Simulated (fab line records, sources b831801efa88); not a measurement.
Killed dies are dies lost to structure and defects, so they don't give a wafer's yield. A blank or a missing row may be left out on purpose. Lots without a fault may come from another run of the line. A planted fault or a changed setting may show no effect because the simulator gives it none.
A struck lot beside a sound one | flow sky130 | 17 steps out of a route of 708
Sound: wafers L539.1, L539.3, L539.4. Struck: wafer L530.6. (L530.1, L530.2 of the same lot were not struck and are left out.) The cause comes at the end.
At each step with rows: each side's tool, then ch and its chambers, then its first start. Under that, the readings that differ: sound wafers | struck wafers | difference of the means | sigmas: that difference in standard deviations of wafers without a fault.
alike: readings whose means differ by less than 2 such deviations, and words and numbers that are the same on both sides. not compared: withheld readings, readings that some wafer has no value for, bounds like >300 that may hide the same value, and numbers for which the record gives no deviation and whose values overlap.
The two part at a step that has a row with sigmas, a row that says differs or no value, or rows on one side only. Numbers that don't overlap but have no deviation are shown without sigmas and don't part them. A reading that every wafer of one side lacks parts them only if that side has two wafers or more.

first, 2 steps without rows for these wafers: SKY_LOCAL_INTERCONNECT_PEB_09; SKY_LOCAL_INTERCONNECT_DEVELOP_10 (develop time 60 s).
SKY_LOCAL_INTERCONNECT_CD_MEAS_11: target cd 170 nm.
  sound on cd_sem-01, day 34 10:08; struck on cd_sem-02, day 32 03:56
  alike: cd_nm
SKY_LOCAL_INTERCONNECT_OVL_MEAS_12:
  sound on overlay-02, day 34 10:16; struck on overlay-02, day 32 04:04
  alike: LOCAL_INTERCONNECT_OVL
SKY_LOCAL_INTERCONNECT_ETCH_13: etches BARC in N2/H2, stops on SiO2, time 45.9 s, target depth 60 nm.
  sound on rie_metal-03 ch 0,1, day 34 10:17; struck on rie_metal-02 ch 1, day 32 04:05
  alike: drypump_motor_current_A, he_backside_leak_sccm, n2_flow_sccm, oes_product_au, throttle_valve_pct
  not compared: rf_hours_counter_h
SKY_LOCAL_INTERCONNECT_METAL_ETCH_14: etches TiN in Cl2/BCl3, stops on PSG, target depth 110 nm, time 31.4 s.
  sound on rie_metal-03 ch 0,1, day 34 10:22; struck on rie_metal-02 ch 1, day 32 04:10
  alike: drypump_motor_current_A, he_backside_leak_sccm, oes_product_au, throttle_valve_pct
  not compared: rf_hours_counter_h
SKY_LOCAL_INTERCONNECT_STRIP_15: strips in O2/N2.
  sound on plasma_asher-02 ch 0,1, day 34 10:25; struck on plasma_asher-03 ch 1, day 32 04:13
  alike: drypump_motor_current_A, n2_flow_sccm, oes_product_au, strip_time_to_endpoint_s
  not compared: rf_hours_counter_h
then, 3 steps without rows for these wafers: SKY_LOCAL_INTERCONNECT_STRIP_16 (strips in post etch residue remover, time 1200 s); SKY_LOCAL_INTERCONNECT_CLEAN_17 (cleans in IPA, time 180 s); SKY_LOCAL_INTERCONNECT_CLEAN_18 (cleans in O3/DIW).
SKY_CONTACT_CVD_00: deposits Si3N4, target thk 75 nm.
  sound on pecvd-03 ch 1,2, day 34 11:02; struck on pecvd-01 ch 0, day 32 04:48
  alike: heater_power_outer_w, heater_power_w
SKY_CONTACT_THK_MEAS_01:
  sound on film_metro-01, day 34 11:04; struck on film_metro-03, day 32 04:50
  alike: CONTACT_CVD_00_THK
SKY_CONTACT_HDPCVD_02: deposits SiO2, target thk 565 nm, time 94.2 s.
  sound on hdpcvd-01 ch 0,1, day 34 11:08; struck on hdpcvd-02 ch 0, day 32 04:53
  reading                                     | sound             | struck | difference | sigmas
  model.SiO2_of_CONTACT_HDPCVD_02.thk_nm (nm) | 568.5 580.2 569.2 | 749.3  | +176.7     |
SKY_CONTACT_THK_MEAS_03:
  sound on film_metro-01, day 34 11:12; struck on film_metro-03, day 32 04:58
  reading                 | sound       | struck | difference | sigmas
  CONTACT_HDPCVD_THK (nm) | 569 581 569 | 749    | +176       | +27
SKY_CONTACT_CMP_04: polishes SiO2.
  sound on cmp-01 ch 0,1,3, day 34 11:29; struck on cmp-02 ch 3, day 32 05:06
  reading                | sound         | struck | difference | sigmas
  motor_current_A (A)    | 9.9 11.0 11.1 | 13.3   | +2.6       | +2
  time_to_endpoint_s (s) | 82 95 77      | 151    | +66        | +12
SKY_CONTACT_BOW_MEAS_05:
  sound on film_metro-01, day 34 11:47; struck on film_metro-02, day 32 05:24
  alike: CONTACT_BOW
-- the record jumps here: 15 days lie between the struck wafers' starts before and after (it left off in module CONTACT and takes up again in module PAD_OPEN, whose first step shown is number 708 of the route) --
SKY_PAD_OPEN_PROBE_99:
  the record has rows for the struck wafers here (prober-01, day 47 02:53) and none for the sound ones

WHERE THEY PART
First at SKY_CONTACT_THK_MEAS_03; last, within this record, at SKY_PAD_OPEN_PROBE_99.

WHY: what the simulator had put in
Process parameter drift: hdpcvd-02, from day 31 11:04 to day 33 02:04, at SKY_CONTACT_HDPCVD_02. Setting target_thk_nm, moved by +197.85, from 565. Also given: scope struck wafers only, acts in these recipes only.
